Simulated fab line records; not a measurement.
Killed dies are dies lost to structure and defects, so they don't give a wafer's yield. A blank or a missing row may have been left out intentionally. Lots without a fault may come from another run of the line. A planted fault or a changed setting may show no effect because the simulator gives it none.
fab line records    flow sky130
record: lots: 24  wafers: 72  last_day: 50
route steps=708 shown FIELD_ISO@5 NWELL@34 SPACER@305 VIA1@471 METAL2@500 VIA2@509
lots untouched by any fault: they come from a run of this same line in which no faults occurred
start_h: start of the lot's first displayed wafer, in hours after the record's first day    wait_h: how many hours have passed since the lot's step before this one    " same as the row above    L1.1+2: several wafers, shown together as one row    - either no value or no given start    * or withheld: withheld    < > ~ a bound
route shown NAME@n: a module of which the file shows steps, and the number in the route of the first    usual: the fault-free wafers' mean and standard deviation    same: alike in all rows    chamber/n: place in a boat    sites: per-site readings    _std_site: standard deviation across them    _edge_site: the outer-site mean with the inner-site mean subtracted    radius_mm: for every site, how far away it sits from the centre of the wafer    mask NAME#n: copy n    behind: the most recent tool/chamber to have shaped the wafer    hold: cause of the lot's hold/its duration in hours/its outcome    device: the n, p or np transistor that did not switch    end of line: tests of these same wafers at the route's end    step lacking rows: just its recipe    killed: dies that structure and defects cost at the first sort, which is not the same as the wafer's yield    map: shows each die of a wafer: x if killed, . if not, _ if none is there
set.NAME: the setting that was run; set.NAME@STEP: the one run at that earlier step    model.NAME: the simulator's own value behind a step, which no gauge read
route steps across a sampled set of lots; one table per step, one row per wafer
services: from which hour (start_h, from the record's first day; less than 0 if before it) a tool's chamber was out of use, for how many hours, and why
== steps ==
step: SKY_FIELD_ISO_THK_MEAS_04
recipe: reads: Si3N4_of_FIELD_ISO_CVD_03
usual: FIELD_ISO_CVD_03_THK: 165.4/1.6
lot.wafer  tool           chamber  start_h  wait_h  FIELD_ISO_CVD_03_THK[nm]
L074.1     film_metro-01  -        14.78    0.0     163.7
L074.5     "              -        "        "       164.1
L074.6     "              -        "        "       164.4
L075.4     film_metro-03  -        23.14    0.0     163.9
L075.5     "              -        "        "       163.2
L075.6     "              -        "        "       162.6
L076.2     film_metro-04  -        25.80    0.0     164.6
L076.3     "              -        "        "       165.1
L076.4     "              -        "        "       165.0
L077.3     film_metro-01  -        28.50    0.0     163.9
L077.5     "              -        "        "       164.4
L077.6     "              -        "        "       163.7
L078.3     film_metro-01  -        33.99    0.0     164.9
L078.4     "              -        "        "       164.1
L078.5     "              -        "        "       164.5
L079.3     film_metro-04  -        39.30    0.0     164.0
L079.4     "              -        "        "       162.7
L079.5     "              -        "        "       164.1
L080.1     film_metro-04  -        43.48    0.0     163.3
L080.3     "              -        "        "       165.1
L080.5     "              -        "        "       165.0
L081.4     film_metro-01  -        48.88    0.0     167.0
L081.5     "              -        "        "       165.8
L081.6     "              -        "        "       165.6
L082.3     film_metro-01  -        53.50    0.0     165.1
L082.4     "              -        "        "       163.2
L082.6     "              -        "        "       165.2
L083.1     film_metro-03  -        58.87    0.0     163.3
L083.2     "              -        "        "       165.0
L083.6     "              -        "        "       164.8
L084.1     film_metro-01  -        65.73    0.0     167.7
L084.3     "              -        "        "       168.4
L084.6     "              -        "        "       166.7
L085.1     film_metro-03  -        68.87    0.0     164.1
L085.5     "              -        "        "       163.6
L085.6     "              -        "        "       162.5
L086.1     film_metro-01  -        75.55    0.0     166.2
L086.3     "              -        "        "       167.1
L086.4     "              -        "        "       166.6
L087.1     film_metro-03  -        78.71    0.0     163.9
L087.3     "              -        "        "       164.6
L087.6     "              -        "        "       163.9
L088.1     film_metro-01  -        84.52    0.0     166.0
L088.3     "              -        "        "       166.9
L088.4     "              -        "        "       166.9
L089.1     film_metro-03  -        89.36    0.0     164.9
L089.4     "              -        "        "       164.9
L089.5     "              -        "        "       166.0
L090.2     film_metro-04  -        94.20    0.0     166.7
L090.3     "              -        "        "       166.8
L090.5     "              -        "        "       166.0
L091.1     film_metro-03  -        103.08   0.0     169.3
L091.3     "              -        "        "       168.2
L091.5     "              -        "        "       168.5
L092.1     film_metro-03  -        104.86   0.0     165.7
L092.3     "              -        "        "       164.4
L092.5     "              -        "        "       166.2
L093.1     film_metro-03  -        109.91   0.0     167.3
L093.3     "              -        "        "       167.2
L093.5     "              -        "        "       166.5
L094.3     film_metro-04  -        118.34   0.0     165.5
L094.5     "              -        "        "       166.3
L094.6     "              -        "        "       164.9
L095.2     film_metro-03  -        125.95   0.0     166.1
L095.4     "              -        "        "       166.1
L095.6     "              -        "        "       166.3
L096.3     film_metro-04  -        125.96   0.0     167.7
L096.4     "              -        "        "       167.6
L096.5     "              -        "        "       166.5
L097.1     film_metro-03  -        131.64   0.0     165.7
L097.4     "              -        "        "       167.3
L097.5     "              -        "        "       167.4
step: SKY_NWELL_THK_MEAS_02
recipe: reads: SiO2_of_NWELL_OXIDATION_01
usual: NWELL_OXIDATION_THK: 9.93/0.14
lot.wafer  tool           chamber  start_h  wait_h  NWELL_OXIDATION_THK[nm]
L074.1     film_metro-02  -        35.54    0.0     10.04
L074.5     "              -        "        "       9.87
L074.6     "              -        "        "       10.11
L075.4     film_metro-01  -        43.99    0.0     10.03
L075.5     "              -        "        "       9.81
L075.6     "              -        "        "       9.87
L076.2     film_metro-01  -        47.35    0.0     9.83
L076.3     "              -        "        "       10.00
L076.4     "              -        "        "       10.08
L077.3     film_metro-02  -        51.25    0.0     10.03
L077.5     "              -        "        "       10.14
L077.6     "              -        "        "       10.01
L078.3     film_metro-04  -        59.11    0.0     10.03
L078.4     "              -        "        "       9.88
L078.5     "              -        "        "       10.15
L079.3     film_metro-02  -        64.78    0.0     10.02
L079.4     "              -        "        "       9.85
L079.5     "              -        "        "       9.99
L080.1     film_metro-02  -        65.67    0.0     9.98
L080.3     "              -        "        "       9.94
L080.5     "              -        "        "       10.04
L081.4     film_metro-01  -        73.06    0.0     9.80
L081.5     "              -        "        "       9.60
L081.6     "              -        "        "       9.63
L082.3     film_metro-02  -        76.27    0.0     9.65
L082.4     "              -        "        "       9.93
L082.6     "              -        "        "       9.91
L083.1     film_metro-02  -        81.82    0.0     9.98
L083.2     "              -        "        "       9.93
L083.6     "              -        "        "       9.91
L084.1     film_metro-04  -        88.91    0.0     9.76
L084.3     "              -        "        "       9.94
L084.6     "              -        "        "       9.90
L085.1     film_metro-02  -        92.96    0.0     9.87
L085.5     "              -        "        "       9.81
L085.6     "              -        "        "       9.69
L086.1     film_metro-04  -        103.03   0.0     9.93
L086.3     "              -        "        "       9.84
L086.4     "              -        "        "       10.03
L087.1     film_metro-02  -        103.03   0.0     10.05
L087.3     "              -        "        "       9.86
L087.6     "              -        "        "       9.99
L088.1     film_metro-01  -        110.80   0.0     9.97
L088.3     "              -        "        "       9.90
L088.4     "              -        "        "       9.93
L089.1     film_metro-04  -        126.62   0.0     9.90
L089.4     "              -        "        "       9.93
L089.5     "              -        "        "       9.70
L090.2     film_metro-04  -        132.54   0.0     9.79
L090.3     "              -        "        "       9.66
L090.5     "              -        "        "       9.82
L091.1     film_metro-01  -        136.30   0.0     10.10
L091.3     "              -        "        "       9.93
L091.5     "              -        "        "       10.13
L092.1     film_metro-04  -        136.30   0.0     10.09
L092.3     "              -        "        "       9.93
L092.5     "              -        "        "       9.77
L093.1     film_metro-01  -        138.95   0.0     10.13
L093.3     "              -        "        "       9.93
L093.5     "              -        "        "       9.92
L094.3     film_metro-02  -        145.99   0.0     9.93
L094.5     "              -        "        "       9.96
L094.6     "              -        "        "       9.83
L095.2     film_metro-04  -        153.04   0.0     10.11
L095.4     "              -        "        "       9.99
L095.6     "              -        "        "       9.91
L096.3     film_metro-01  -        153.05   0.0     9.66
L096.4     "              -        "        "       9.64
L096.5     "              -        "        "       9.75
L097.1     film_metro-01  -        157.85   0.0     9.91
L097.4     "              -        "        "       10.13
L097.5     "              -        "        "       10.00
step: SKY_SPACER_THK_MEAS_01
recipe: reads: Si3N4_of_SPACER_CVD_00
usual: SPACER_CVD_00_THK: 43.1/0.32
lot.wafer  tool           chamber  start_h  wait_h  SPACER_CVD_00_THK[nm]
L074.1     film_metro-02  -        527.10   0.0     43.0
L074.5     "              -        "        "       42.9
L074.6     "              -        "        "       43.1
L076.2     film_metro-04  -        539.91   0.0     42.7
L076.3     "              -        "        "       42.8
L076.4     "              -        "        "       42.8
L075.4     film_metro-02  -        539.94   0.0     43.0
L075.5     "              -        "        "       43.0
L075.6     "              -        "        "       43.3
L077.3     film_metro-04  -        553.38   0.0     43.1
L077.5     "              -        "        "       43.3
L077.6     "              -        "        "       43.6
L078.3     film_metro-01  -        567.66   0.0     43.6
L078.4     "              -        "        "       43.2
L078.5     "              -        "        "       43.2
L079.3     film_metro-01  -        571.06   0.0     43.1
L079.4     "              -        "        "       42.6
L079.5     "              -        "        "       42.9
L080.1     film_metro-02  -        574.74   0.0     42.9
L080.3     "              -        "        "       43.0
L080.5     "              -        "        "       43.2
L081.4     film_metro-02  -        583.59   0.0     43.2
L081.5     "              -        "        "       43.4
L081.6     "              -        "        "       43.4
L082.3     film_metro-02  -        596.50   0.1     42.8
L082.4     "              -        "        "       43.2
L082.6     "              -        "        "       43.1
L083.1     film_metro-01  -        605.41   0.0     43.5
L083.2     "              -        "        "       43.3
L083.6     "              -        "        "       42.8
L084.1     film_metro-02  -        614.21   0.0     43.7
L084.3     "              -        "        "       43.5
L084.6     "              -        "        "       43.3
L085.1     film_metro-04  -        619.01   0.0     43.0
L085.5     "              -        "        "       43.0
L085.6     "              -        "        "       43.2
L086.1     film_metro-02  -        632.46   0.0     42.3
L086.3     "              -        "        "       42.4
L086.4     "              -        "        "       42.4
L087.1     film_metro-01  -        637.76   0.0     43.2
L087.3     "              -        "        "       43.3
L087.6     "              -        "        "       43.7
L088.1     film_metro-01  -        650.79   0.0     43.6
L088.3     "              -        "        "       43.2
L088.4     "              -        "        "       43.1
L089.1     film_metro-01  -        675.11   0.0     43.3
L089.4     "              -        "        "       43.2
L089.5     "              -        "        "       43.6
L090.2     film_metro-02  -        678.20   0.0     42.8
L090.3     "              -        "        "       42.9
L090.5     "              -        "        "       42.9
L092.1     film_metro-04  -        686.21   0.0     43.4
L092.3     "              -        "        "       43.4
L092.5     "              -        "        "       43.2
L091.1     film_metro-02  -        703.22   0.0     43.2
L091.3     "              -        "        "       42.8
L091.5     "              -        "        "       42.8
L093.1     film_metro-02  -        703.28   0.1     43.1
L093.3     "              -        "        "       43.1
L093.5     "              -        "        "       42.8
L094.3     film_metro-04  -        703.29   0.1     42.6
L094.5     "              -        "        "       42.9
L094.6     "              -        "        "       42.6
L096.3     film_metro-02  -        710.41   0.0     42.8
L096.4     "              -        "        "       43.0
L096.5     "              -        "        "       42.9
L095.2     film_metro-02  -        711.61   0.0     42.7
L095.4     "              -        "        "       42.5
L095.6     "              -        "        "       42.9
L097.1     film_metro-04  -        718.03   0.0     43.5
L097.4     "              -        "        "       43.5
L097.5     "              -        "        "       43.2
step: SKY_VIA1_OVL_MEAS_13
usual: VIA1_OVL: -2/4.7
lot.wafer  tool        chamber  start_h  wait_h  VIA1_OVL[nm]
L074.1     overlay-02  -        796.18   0.1     -2
L074.5     "           -        "        "       -2
L074.6     "           -        "        "       3
L076.2     overlay-01  -        803.96   0.1     -15
L076.3     "           -        "        "       -2
L076.4     "           -        "        "       -5
L075.4     overlay-02  -        804.32   0.1     -1
L075.5     "           -        "        "       -3
L075.6     "           -        "        "       -4
L077.3     overlay-02  -        809.69   0.1     5
L077.5     "           -        "        "       7
L077.6     "           -        "        "       -3
L078.3     overlay-02  -        829.04   0.1     2
L078.4     "           -        "        "       -9
L078.5     "           -        "        "       -1
L079.3     overlay-02  -        829.69   0.1     -11
L079.4     "           -        "        "       -5
L079.5     "           -        "        "       0
L080.1     overlay-01  -        834.60   0.1     -1
L080.3     "           -        "        "       1
L080.5     "           -        "        "       -5
L081.4     overlay-01  -        837.65   0.1     -8
L081.5     "           -        "        "       -10
L081.6     "           -        "        "       -7
L082.3     overlay-02  -        855.65   0.1     1
L082.4     "           -        "        "       3
L082.6     "           -        "        "       -3
L083.1     overlay-01  -        861.89   0.1     4
L083.2     "           -        "        "       2
L083.6     "           -        "        "       -2
L084.1     overlay-01  -        865.23   0.1     2
L084.3     "           -        "        "       1
L084.6     "           -        "        "       4
L085.1     overlay-01  -        873.88   0.1     -2
L085.5     "           -        "        "       -4
L085.6     "           -        "        "       0
L086.1     overlay-01  -        884.98   0.1     0
L086.3     "           -        "        "       -1
L086.4     "           -        "        "       0
L087.1     overlay-01  -        890.16   0.1     5
L087.3     "           -        "        "       6
L087.6     "           -        "        "       2
L088.1     overlay-02  -        898.64   0.1     -6
L088.3     "           -        "        "       -7
L088.4     "           -        "        "       -11
L089.1     overlay-02  -        921.38   0.1     0
L089.4     "           -        "        "       -3
L089.5     "           -        "        "       6
L090.2     overlay-02  -        925.36   0.1     -8
L090.3     "           -        "        "       -3
L090.5     "           -        "        "       -5
L092.1     overlay-01  -        930.73   0.1     -1
L092.3     "           -        "        "       -2
L092.5     "           -        "        "       -1
L091.1     overlay-01  -        946.34   0.1     5
L091.3     "           -        "        "       0
L091.5     "           -        "        "       8
L094.3     overlay-02  -        947.30   0.1     2
L094.5     "           -        "        "       -2
L094.6     "           -        "        "       -7
L093.1     overlay-01  -        948.59   0.1     -2
L093.3     "           -        "        "       5
L093.5     "           -        "        "       4
L096.3     overlay-01  -        953.10   0.1     6
L096.4     "           -        "        "       8
L096.5     "           -        "        "       6
L095.2     overlay-01  -        953.91   0.1     -5
L095.4     "           -        "        "       -3
L095.6     "           -        "        "       -13
L097.1     overlay-02  -        958.54   0.1     -5
L097.4     "           -        "        "       -1
L097.5     "           -        "        "       1
step: SKY_METAL2_DESCUM_17
recipe: chemistry: O2  source_power_w: 150  bias_power_w: 0  pressure_mtorr: 10  temp_c: 40  time_s: 8
usual: drypump_motor_current_A: 5.5/0.53  oes_product_au: 1.004/0.0084
same: bias_power_w: 0
lot.wafer  tool          chamber  start_h  wait_h  drypump_motor_current_A  oes_product_au  rf_hours_counter_h
L074.1     rie_metal-02  0        824.10   0.0     5.0                      1.006           7
L074.5     "             0        "        "       5.0                      1.008           -
L074.6     "             1        "        "       6.1                      1.012           -
L076.2     rie_metal-04  0        832.37   0.0     5.9                      1.010           16
L076.3     "             0        "        "       5.9                      1.015           -
L076.4     "             1        "        "       6.0                      1.007           -
L075.4     rie_metal-02  1        832.61   0.0     6.1                      0.999           -
L075.5     "             1        "        "       6.1                      1.003           -
L075.6     "             0        "        "       5.0                      1.007           -
L077.3     rie_metal-03  0        837.74   0.0     5.6                      1.011           -
L077.5     "             1        "        "       4.7                      1.001           -
L077.6     "             0        "        "       5.6                      1.009           -
L078.3     rie_metal-02  0        856.84   0.0     5.0                      1.003           -
L078.4     "             1        "        "       6.1                      0.994           -
L078.5     "             1        "        "       6.1                      1.002           -
L079.3     rie_metal-03  1        857.56   0.0     4.7                      0.995           -
L079.4     "             0        "        "       5.6                      1.007           -
L079.5     "             1        "        "       4.7                      0.990           -
L080.1     rie_metal-02  1        862.28   0.0     6.1                      0.997           7
L080.3     "             0        "        "       5.0                      1.010           -
L080.5     "             1        "        "       6.1                      0.996           -
L081.4     rie_metal-04  1        865.16   0.0     6.0                      1.022           -
L081.5     "             0        "        "       5.8                      1.011           -
L081.6     "             1        "        "       6.0                      1.018           -
L082.3     rie_metal-04  1        882.91   0.0     6.0                      0.998           -
L082.4     "             0        "        "       5.8                      0.998           -
L082.6     "             0        "        "       5.9                      1.001           -
L083.1     rie_metal-04  1        889.88   0.0     6.0                      1.001           9
L083.2     "             0        "        "       5.9                      1.006           19
L083.6     "             0        "        "       5.9                      1.003           -
L084.1     rie_metal-04  1        892.93   0.0     6.0                      1.011           10
L084.3     "             1        "        "       6.0                      0.988           -
L084.6     "             1        "        "       6.0                      0.992           -
L085.1     rie_metal-03  1        901.95   0.0     4.7                      0.996           6
L085.5     "             1        "        "       4.7                      0.998           -
L085.6     "             1        "        "       4.7                      0.997           -
L086.1     rie_metal-04  1        913.63   0.0     6.0                      1.011           10
L086.3     "             1        "        "       6.0                      1.014           -
L086.4     "             1        "        "       6.0                      1.020           -
L087.1     rie_metal-02  0        917.23   0.0     5.0                      1.000           11
L087.3     "             1        "        "       6.1                      0.995           -
L087.6     "             1        "        "       6.1                      1.005           -
L088.1     rie_metal-03  1        925.80   0.0     4.7                      1.004           8
L088.3     "             1        "        "       4.7                      0.991           -
L088.4     "             0        "        "       5.6                      1.009           -
L089.1     rie_metal-04  1        948.10   0.0     6.0                      1.020           13
L089.4     "             0        "        "       5.9                      0.988           -
L089.5     "             0        "        "       5.8                      0.992           -
L090.2     rie_metal-03  0        951.38   0.0     5.6                      1.005           2
L090.3     "             1        "        "       4.7                      0.990           -
L090.5     "             1        "        "       4.7                      1.000           -
L092.1     rie_metal-03  0        957.33   0.0     5.6                      1.017           3
L092.3     "             1        "        "       4.7                      1.005           -
L092.5     "             0        "        "       5.6                      1.017           -
L091.1     rie_metal-02  0        972.40   0.0     5.0                      1.013           14
L091.3     "             0        "        "       5.0                      1.013           -
L091.5     "             1        "        "       6.1                      0.998           -
L094.3     rie_metal-04  1        973.19   0.0     6.0                      1.013           -
L094.5     "             0        "        "       5.9                      1.007           -
L094.6     "             1        "        "       6.0                      1.000           -
L093.1     rie_metal-03  0        974.75   0.0     5.6                      1.002           4
L093.3     "             1        "        "       4.7                      0.991           -
L093.5     "             0        "        "       5.6                      1.000           -
L096.3     rie_metal-03  0        979.68   0.0     5.6                      1.008           -
L096.4     "             1        "        "       4.7                      0.998           -
L096.5     "             1        "        "       4.7                      1.004           -
L095.2     rie_metal-04  1        979.93   0.0     6.0                      1.023           14
L095.4     "             0        "        "       5.9                      1.001           -
L095.6     "             1        "        "       6.0                      1.027           -
L097.1     rie_metal-03  0        984.27   0.0     5.6                      0.992           4
L097.4     "             0        "        "       5.6                      0.999           -
L097.5     "             1        "        "       4.7                      0.998           -
step: SKY_VIA2_CMP_02
recipe: material: SiO2  down_force_psi: 4  platen_rpm: 60  pad_velocity_m_s: 0.94248
usual: edge_zone_pressure_frac: 1.000/0.0047  motor_current_A: 12.4/1.5
lot.wafer  tool    chamber  start_h  wait_h  edge_zone_pressure_frac  motor_current_A
L074.1     cmp-02  1        825.23   0.1     1.001                    10.8
L074.6     "       3        "        "       1.003                    10.9
L074.5     "       0        "        "       1.005                    14.4
L076.3     cmp-01  2        833.33   0.0     1.000                    12.3
L076.4     "       3        "        "       1.005                    13.8
L076.2     "       1        "        "       0.997                    13.2
L075.4     cmp-01  0        833.63   0.1     1.000                    13.0
L075.6     "       0        "        "       1.005                    12.9
L075.5     "       1        "        "       1.002                    13.6
L077.3     cmp-01  3        838.88   0.2     1.006                    14.5
L077.5     "       0        "        "       0.993                    12.9
L077.6     "       1        "        "       0.989                    13.4
L078.4     cmp-02  1        857.79   0.0     1.003                    10.5
L078.3     "       2        "        "       1.011                    10.1
L078.5     "       2        "        "       1.003                    10.3
L079.4     cmp-02  3        858.57   0.1     1.002                    10.4
L079.3     "       1        "        "       1.007                    10.6
L079.5     "       2        "        "       1.000                    9.7
L080.1     cmp-01  2        863.30   0.1     1.002                    12.7
L080.3     "       3        "        "       0.993                    15.0
L080.5     "       2        "        "       0.994                    12.1
L081.4     cmp-01  2        866.12   0.0     1.005                    12.0
L081.5     "       2        "        "       0.998                    12.3
L081.6     "       3        "        "       0.998                    15.0
L082.4     cmp-02  1        883.91   0.1     0.989                    10.8
L082.3     "       2        "        "       1.002                    10.1
L082.6     "       1        "        "       0.992                    11.0
L083.1     cmp-01  1        890.89   0.1     0.999                    13.1
L083.2     "       2        "        "       1.001                    12.8
L083.6     "       1        "        "       1.001                    13.2
L084.1     cmp-02  3        893.89   0.1     1.001                    10.6
L084.3     "       0        "        "       1.001                    13.9
L084.6     "       0        "        "       0.995                    13.7
L085.1     cmp-01  3        903.34   0.2     1.003                    13.7
L085.5     "       0        "        "       1.002                    12.7
L085.6     "       1        "        "       1.002                    13.3
L086.1     cmp-02  3        914.96   0.2     1.006                    10.9
L086.3     "       0        "        "       0.999                    13.8
L086.4     "       1        "        "       0.995                    10.2
L087.1     cmp-02  3        918.19   0.1     0.995                    11.1
L087.3     "       2        "        "       1.000                    10.1
L087.6     "       0        "        "       0.999                    13.5
L088.3     cmp-01  0        926.81   0.0     1.003                    12.8
L088.4     "       1        "        "       1.001                    13.5
L088.1     "       3        "        "       0.996                    14.8
L089.1     cmp-02  3        949.09   0.1     1.006                    10.8
L089.4     "       1        "        "       0.993                    10.3
L089.5     "       0        "        "       0.998                    14.8
L090.3     cmp-01  0        952.43   0.1     0.995                    13.3
L090.2     "       2        "        "       0.992                    12.7
L090.5     "       3        "        "       0.996                    13.8
L092.3     cmp-01  1        958.30   0.0     0.988                    13.2
L092.1     "       3        "        "       0.995                    14.1
L092.5     "       1        "        "       0.989                    13.1
L091.1     cmp-02  1        973.42   0.1     0.998                    10.2
L091.3     "       3        "        "       1.002                    10.7
L091.5     "       0        "        "       1.005                    14.4
L094.3     cmp-01  2        974.15   0.0     1.001                    12.7
L094.6     "       2        "        "       1.001                    12.0
L094.5     "       3        "        "       0.994                    13.6
L093.1     cmp-02  1        975.84   0.1     1.007                    10.4
L093.3     "       2        "        "       1.005                    10.5
L093.5     "       3        "        "       0.999                    11.4
L096.4     cmp-01  0        980.63   0.0     0.996                    12.6
L096.3     "       1        "        "       0.996                    13.7
L096.5     "       1        "        "       0.993                    13.5
L095.4     cmp-02  3        981.04   0.1     1.002                    11.0
L095.2     "       0        "        "       0.999                    13.9
L095.6     "       1        "        "       0.996                    9.9
L097.1     cmp-01  3        985.34   0.1     0.999                    14.3
L097.4     "       1        "        "       0.997                    13.7
L097.5     "       3        "        "       1.002                    14.4
== services ==
tool          chamber  start_h  hours  kind
rie_metal-02  -        802.54   0.6    repair
cmp-02        -        809.96   1.1    repair
cmp-02        -        834.17   0.7    repair
cmp-02        -        864.27   1.7    repair
cmp-01        -        874.33   4.6    pm
rie_metal-03  0        883.55   -      clean
rie_metal-03  0        883.55   19.7   scheduled_down
rie_metal-03  0        883.55   19.7   vent_cycle
rie_metal-04  1        896.64   3.8    repair
cmp-02        -        898.17   2.1    repair
rie_metal-04  0        911.39   -      clean
rie_metal-04  0        911.39   16.2   scheduled_down
rie_metal-04  0        911.39   16.2   vent_cycle
cmp-01        -        912.28   4.0    pm
cmp-01        -        916.28   -      consumable_replace:conditioner
cmp-01        -        916.28   -      consumable_replace:pad
cmp-01        -        917.64   2.4    repair
cmp-01        -        920.45   1.3    repair
cmp-01        -        932.30   0.8    repair
cmp-01        -        949.94   2.2    repair
== key ==
fault none
